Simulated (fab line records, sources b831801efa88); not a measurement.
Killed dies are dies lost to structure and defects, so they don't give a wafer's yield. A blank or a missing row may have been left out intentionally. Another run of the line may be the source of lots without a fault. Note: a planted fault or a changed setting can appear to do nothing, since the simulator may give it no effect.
A struck lot beside a sound one | flow gf180mcu | 16 out of 602 route steps
Sound: wafers L748.4, L748.5, L748.6. Struck: wafer L761.3. (L761.1, L761.2 of the same lot were not struck and are left out.) The cause comes at the end.
At each step with rows: each side's tool, then ch and its chambers, then its first start. Under that, the readings that differ: sound wafers | struck wafers | difference of the means | sigmas: that difference in standard deviations of wafers without a fault.
alike: words and numbers the same on both sides, and readings whose means are apart by under 2 such deviations; not compared: readings that were withheld, readings missing a value for some wafer, numbers with overlapping values and no deviation given by the record, and bounds like >300 which may hide the same value.
Wherever a step has rows on one side only, a row that says differs or no value, or a row with sigmas, the two part there. Numbers that have no deviation but don't overlap get no sigmas and don't part them. Lack of a reading on every wafer of one side parts them only where that side has two or more wafers.

first, 6 steps without rows for these wafers: GF_TOP_METAL_HMDS_08 (prime time 60 s); GF_TOP_METAL_COAT_09 (resist thk 1500 nm); GF_TOP_METAL_SOFTBAKE_10 (time 60 s); GF_TOP_METAL_EXPOSE_11 (exposes mask MetalTop, target cd 440 nm); GF_TOP_METAL_PEB_12; GF_TOP_METAL_DEVELOP_13 (develop time 60 s).
GF_TOP_METAL_CD_MEAS_14 targets a cd of 440 nm.
  sound: cd-sem-02 at day 28 13:46; struck: cd-sem-01 at day 32 20:11
  alike: cd-nm
GF_TOP_METAL_OVL_MEAS_15:
  sound: overlay-01 at day 28 13:50; struck: overlay-02 at day 32 20:18
  alike: TOP_METAL_OVL
GF_TOP_METAL_METAL_ETCH_16: etches the open film in Cl2/BCl3, stops on SiO2, target depth 1197 nm, time 199.5 s.
  sound on rie-metal-02 ch 0,1, day 28 13:55; struck on rie-metal-02 ch 1, day 32 20:20
  alike: drypump-motor-current-A, oes-product-au, throttle-valve-pct
  not compared: rf-hours-counter-h
GF_TOP_METAL_STRIP_17: strips in O2/N2.
  sound on plasma-asher-01 ch 0,1, day 28 14:05; struck on plasma-asher-03 ch 1, day 32 20:32
  alike: drypump-motor-current-A, heater-power-w, oes-product-au, strip-time-to-endpoint-s
  not compared: rf-hours-counter-h
then, 2 steps without rows for these wafers: GF_TOP_METAL_STRIP_18 (strips in post etch residue remover, time 1200 s); GF_TOP_METAL_CLEAN_19 (cleans in DIW).
GF_PASSIVATION_CVD_00: deposits SiO2 from TEOS, target thk 1000 nm, time 111.95 s.
  sound on pecvd-02 ch 0,1,2, day 28 14:38; struck on pecvd-01 ch 1, day 32 21:04
  reading                                      | sound          | struck | difference | sigmas
  model.SiO2_of_PASSIVATION_CVD_00.thk-nm (nm) | 1022 1007 1020 | 699.1  | -317.2     |
  alike: heater-power-w
GF_PASSIVATION_THK_MEAS_01:
  sound: film-metro-01 at day 28 14:42; struck: film-metro-02 at day 32 21:08
  reading                     | sound          | struck | difference | sigmas
  PASSIVATION_CVD_00_THK (nm) | 1021 1007 1020 | 699    | -317       | -24
GF_PASSIVATION_CVD_02: deposits Si3N4, target thk 700 nm, time 486.18 s.
  sound on pecvd-04 ch 2, day 28 15:10; struck on pecvd-04 ch 0, day 32 21:12
  alike: heater-power-w
next, for these wafers, 1 step has no rows: GF_PASSIVATION_PROBE_99.

== WHERE THEY PART ==
Only at GF_PASSIVATION_THK_MEAS_01, as far as this record shows. Later steps at which nothing parts them and some readings are alike: GF_PASSIVATION_CVD_02.

WHY: what had been put in by the simulator
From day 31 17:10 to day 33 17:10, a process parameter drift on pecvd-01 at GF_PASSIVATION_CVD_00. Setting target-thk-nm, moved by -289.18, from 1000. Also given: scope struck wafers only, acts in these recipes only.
